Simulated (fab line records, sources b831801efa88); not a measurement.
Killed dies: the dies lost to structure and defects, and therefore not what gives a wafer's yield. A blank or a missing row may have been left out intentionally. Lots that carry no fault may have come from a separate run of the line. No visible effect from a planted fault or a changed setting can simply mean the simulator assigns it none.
Struck lot and sound lot, side by side | flow sky130 | 15 steps out of a route of 708
Sound: wafers L848.1, L848.2, L848.6. Struck: wafer L858.5. (L858.2, L858.4 of the same lot were not struck and are left out.) The cause comes at the end.
Per side, at each step with rows, come the tool, then ch with its chambers, and then its first start. Under that, the readings that differ: sound wafers | struck wafers | difference of the means | sigmas: that difference in standard deviations of wafers without a fault.
alike: readings whose means differ by less than 2 such deviations, and words and numbers that are the same on both sides. not compared: withheld readings, readings that some wafer has no value for, bounds like >300 that may hide the same value, and numbers for which the record gives no deviation and whose values overlap.
Wherever a step has rows on one side only, a row that says differs or no value, or a row with sigmas, the two part there. Numbers that don't overlap but have no deviation are shown without sigmas and don't part them. A reading missing from all wafers of one side parts the sides only when that side holds two or more wafers.

SKY_VIA1_BOW_MEAS_03:
  sound on film metro-01, day 34 17:19; struck on film metro-04, day 37 06:29
  reading       | sound    | struck | difference | sigmas
  VIA1_BOW (um) | 93 76 91 | 71     | -16        | -2
then, 8 steps without rows for these wafers: SKY_VIA1_DEHYDRATE_04 (time 60 s); SKY_VIA1_HMDS_05 (prime time 60 s); SKY_VIA1_COAT_06 (resist thk 60 nm); SKY_VIA1_COAT_07 (resist thk 450 nm); SKY_VIA1_SOFTBAKE_08 (time 90 s); SKY_VIA1_EXPOSE_09 (exposes mask VIM, target cd 150 nm); SKY_VIA1_PEB_10; SKY_VIA1_DEVELOP_11 (develop time 60 s).
SKY_VIA1_CD_MEAS_12: target cd 150 nm.
  sound on cd sem-02, day 35 20:08; struck on cd sem-01, day 38 08:44
  alike: cd nm
SKY_VIA1_OVL_MEAS_13:
  sound on overlay-02, day 35 20:16; struck on overlay-02, day 38 08:51
  alike: VIA1_OVL
SKY_VIA1_ETCH_14: etches BARC in N2/H2, stops on SiO2, time 45.9 s, target depth 60 nm.
  sound on rie diel-01 ch 0,1,2, day 35 20:18; struck on rie diel-01 ch 0, day 38 08:53
  alike: bias w, chamber pressure mTorr, drypump motor current A, oes product au, throttle valve pct
  not compared: rf hours counter h
SKY_VIA1_ETCH_15: etches SiO2 in C4F8/O2/Ar, stops on TiN, target depth 351 nm, time 54 s.
  sound on rie diel-01 ch 0,1,2, day 35 20:20; struck on rie diel-01 ch 0, day 38 08:55
  reading    | sound          | struck | difference | sigmas
  bias w (W) | 1202 1197 1197 | 1237   | +38        | +10
  alike: chamber pressure mTorr, oes product au
SKY_VIA1_STRIP_16: strips in O2/N2.
  sound on plasma asher-01 ch 0,1, day 35 20:23; struck on plasma asher-01 ch 0, day 38 08:58
  alike: chamber pressure mTorr, drypump motor current A, o2 flow sccm, oes product au, strip time to endpoint s
  not compared: rf hours counter h
-- the record jumps here: 11 days lie between the struck wafers' starts before and after (it left off in module VIA1 and takes up again in module PAD_OPEN, whose first step shown is number 708 of the route) --
SKY_PAD_OPEN_PROBE_99:
  sound on prober-01, day 47 07:08; struck on prober-01, day 49 07:03
  reading            | sound    | struck | difference | sigmas
  killed at contacts | 27 25 23 | 13     | -12        | -2
  alike: defect limited yield, killed_at_M0_to_M3, killed_at_M4_up, killed at front end, killed at other, killed dies, killed open, killed short, sort_bin_3_pad_short, sort_bin_5_function, sort_bin_6_memory, sort n pass, sort yield pct

WHERE THEY PART
At SKY_VIA1_BOW_MEAS_03 first; at SKY_PAD_OPEN_PROBE_99 last (within this record only).

WHY: whatever the simulator had introduced
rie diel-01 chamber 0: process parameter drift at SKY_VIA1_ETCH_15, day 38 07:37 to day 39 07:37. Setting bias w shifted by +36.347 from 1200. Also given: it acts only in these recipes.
